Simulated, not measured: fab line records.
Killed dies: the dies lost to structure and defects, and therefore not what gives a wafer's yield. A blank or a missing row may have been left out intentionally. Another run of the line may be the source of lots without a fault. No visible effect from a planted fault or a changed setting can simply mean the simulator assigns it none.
What tool caused it?    flow sky130    13 lots with 39 wafers sampled at 5 steps, on a route of 708 steps

== WHAT THE GAUGES READ, wafer by wafer ==
SKY_VIA4_RS_MEAS_19: uses a four-point probe to measure. Usual: for VIA4_W_RS the level is 0.2267 ohm/sq and the standard deviation is 0.0022.
lot   measured      on            VIA4_W_RS (ohm/sq)                         flag
L190  day 42 20:54  filmMetro-01  0.2272 0.2260 0.2291                       
L191  day 43 04:37  filmMetro-04  0.2251 0.2250 0.2244                       
L193  day 43 18:08  filmMetro-04  0.2259 0.2251 0.2240                       
L194  day 43 23:56  filmMetro-03  0.2268 0.2273 0.2252                       
L195  day 44 03:16  filmMetro-03  0.2271 0.2258 0.2265                       
L198  day 45 09:03  filmMetro-03  0.2248 0.2258 0.2240                       
L201  day 46 05:25  filmMetro-03  0.2279 0.2298 0.2272                       
L203  day 46 11:43  filmMetro-03  0.2252 0.2287 0.2244                       
L204  day 46 11:59  filmMetro-04  0.2327 0.2306 0.2313                       
L208  day 47 16:01  filmMetro-04  0.1142 0.1125 0.1139 0.1139 0.1129 0.1143  OFF
L209  day 48 08:01  filmMetro-03  0.1121 0.1112 0.1117 0.1122 0.1111 0.1115  OFF
L212  day 48 13:11  filmMetro-03  0.1125 0.1124 0.1136 0.1126 0.1125 0.1135  OFF
L213  day 48 14:45  filmMetro-04  0.2261 0.2285 0.2275                       

SKY_METAL5_RS_MEAS_05: uses a four-point probe to measure. Usual: for METAL5_ALCU_RS the level is 0.0269 ohm/sq and the standard deviation is 0.00029.
lot   measured      on            METAL5_ALCU_RS (ohm/sq)  flag
L190  day 42 21:32  filmMetro-02  0.02697 0.02677 0.02693  
L191  day 43 05:16  filmMetro-03  0.02679 0.02701 0.02682  
L193  day 43 18:47  filmMetro-02  0.02668 0.02728 0.02696  
L194  day 44 00:35  filmMetro-03  0.0267 0.02668 0.02664   
L195  day 44 03:55  filmMetro-02  0.02658 0.02636 0.02667  
L198  day 45 09:42  filmMetro-02  0.02735 0.02698 0.0271   
L201  day 46 06:16  filmMetro-02  0.02692 0.02724 0.02684  
L203  day 46 12:22  filmMetro-03  0.02707 0.02649 0.02656  
L204  day 46 12:38  filmMetro-03  0.02737 0.02703 0.02729  
L213  day 48 15:24  filmMetro-02  0.02665 0.02668 0.02678  

== WHAT TOOL EACH LOT RAN ON (gives the tool, then ch and the chambers of the sampled wafers, and finally the start) ==
lot   SKY_METAL4_SPUTTER_02        SKY_METAL4_DESCUM_15              SKY_VIA4_CVD_18
L190  pvdSputter-04, day 39 16:58  rieMetal-01 ch 0,1, day 41 18:23  cvdW-01 ch 0,1, day 42 20:44
L191  pvdSputter-02, day 40 01:47  rieMetal-02 ch 0,1, day 42 02:49  cvdW-01 ch 0,1, day 43 04:26
L193  pvdSputter-02, day 40 16:15  rieMetal-02 ch 1, day 42 16:58    cvdW-01 ch 0,1, day 43 17:58
L194  pvdSputter-04, day 40 23:12  rieMetal-04 ch 0, day 42 22:59    cvdW-01 ch 0,1, day 43 23:47
L195  pvdSputter-02, day 41 02:41  rieMetal-04 ch 0,1, day 43 02:58  cvdW-01 ch 0,1, day 44 03:06
L198  pvdSputter-03, day 42 11:08  rieMetal-01 ch 0,1, day 44 09:16  cvdW-02 ch 0,1, day 45 08:54
L201  pvdSputter-02, day 43 08:45  rieMetal-01 ch 0, day 45 05:52    cvdW-01 ch 0, day 46 05:15
L203  pvdSputter-02, day 43 15:42  rieMetal-04 ch 0,1, day 45 12:02  cvdW-01 ch 0,1, day 46 11:33
L204  pvdSputter-03, day 43 16:43  rieMetal-04 ch 0,1, day 45 12:49  cvdW-02 ch 0, day 46 11:50
L208  pvdSputter-02, day 44 22:02  rieMetal-01 ch 0,1, day 46 17:00  cvdW-02 ch 0,1, day 47 15:33
L209  pvdSputter-04, day 45 16:07  rieMetal-01 ch 0,1, day 47 09:49  cvdW-01 ch 0,1, day 48 07:25
L212  pvdSputter-02, day 45 21:36  rieMetal-04 ch 0,1, day 47 15:11  cvdW-01 ch 0,1, day 48 12:42
L213  pvdSputter-02, day 46 00:25  rieMetal-02 ch 0,1, day 47 17:34  cvdW-02 ch 1, day 48 14:35
- SKY_METAL4_SPUTTER_02: material AlCu, target thk 735 nm, time 39.1 s.
- SKY_METAL4_DESCUM_15: chemistry O2, time 8 s.
- SKY_VIA4_CVD_18: deposits W, target thk 505 nm, time 152.14 s.

== AS READ BY THE TOOLS THEMSELVES (means over the sampled wafers that have a number; for cases with no such wafer, the mark the record gives instead) ==
SKY_METAL4_SPUTTER_02. Usual: throttleValvePct at 29.6 %, with a standard deviation of 0.93.
lot   tool           throttleValvePct (%)  flag
L190  pvdSputter-04  29.8                  
L191  pvdSputter-02  30.0                  
L193  pvdSputter-02  28.4                  
L194  pvdSputter-04  30.1                  
L195  pvdSputter-02  28.9                  
L198  pvdSputter-03  30.0                  
L201  pvdSputter-02  29.3                  
L203  pvdSputter-02  29.3                  
L204  pvdSputter-03  31.0                  
L208  pvdSputter-02  30.0                  
L209  pvdSputter-04  30.1                  
L212  pvdSputter-02  28.6                  
L213  pvdSputter-02  29.6                  

SKY_METAL4_DESCUM_15. Usual: drypumpMotorCurrentA 6.2 A, standard deviation 0.34; oesProductAu 0.993 a.u., standard deviation 0.01.
lot   tool         drypumpMotorCurrentA (A)  oesProductAu (a.u.)  flag
L190  rieMetal-01  6.4                       0.983                
L191  rieMetal-02  6.3                       0.997                
L193  rieMetal-02  6.3                       0.995                
L194  rieMetal-04  6.1                       1.004                
L195  rieMetal-04  6.1                       0.994                
L198  rieMetal-01  6.0                       0.987                
L201  rieMetal-01  5.6                       0.991                
L203  rieMetal-04  6.1                       0.989                
L204  rieMetal-04  6.1                       0.995                
L208  rieMetal-01  6.0                       0.990                
L209  rieMetal-01  6.0                       0.991                
L212  rieMetal-04  6.1                       0.995                
L213  rieMetal-02  6.3                       0.993                

SKY_VIA4_CVD_18. Usual: heaterPowerW at 830 W, with a standard deviation of 68.
lot   tool     heaterPowerW (W)  flag
L190  cvdW-01  795               
L191  cvdW-01  842               
L193  cvdW-01  798               
L194  cvdW-01  793               
L195  cvdW-01  850               
L198  cvdW-02  856               
L201  cvdW-01  906               
L203  cvdW-01  792               
L204  cvdW-02  885               
L208  cvdW-02  845               
L209  cvdW-01  839               
L212  cvdW-01  857               
L213  cvdW-02  841               

== THE ANSWER, worked out from the rows above alone ==
Rule: a lot is off if the mean of its wafers that have a number lies more than 3 standard deviations from the usual mean. A lot without any number at a reading at which 4 lots or more have one is off too. The other lots that the step has rows for count as sound. First the gauges in route order, then the tools' own readings, where a lot's mean is used as printed above. The first step at which some lot is off is used, and at that step the reading that is off furthest; a lot without a number counts as furthest.
Off: L208, L209, L212, seen at SKY_VIA4_RS_MEAS_19 (VIA4_W_RS).
A tool fits if, at a process step before that reading, it ran every lot that is off, and no sound lot after the first of them. The gauges at SKY_VIA4_RS_MEAS_19 are tried like those tools. No candidate that was tried fits.

== WHAT HAD BEEN PUT IN BY THE SIMULATOR ==
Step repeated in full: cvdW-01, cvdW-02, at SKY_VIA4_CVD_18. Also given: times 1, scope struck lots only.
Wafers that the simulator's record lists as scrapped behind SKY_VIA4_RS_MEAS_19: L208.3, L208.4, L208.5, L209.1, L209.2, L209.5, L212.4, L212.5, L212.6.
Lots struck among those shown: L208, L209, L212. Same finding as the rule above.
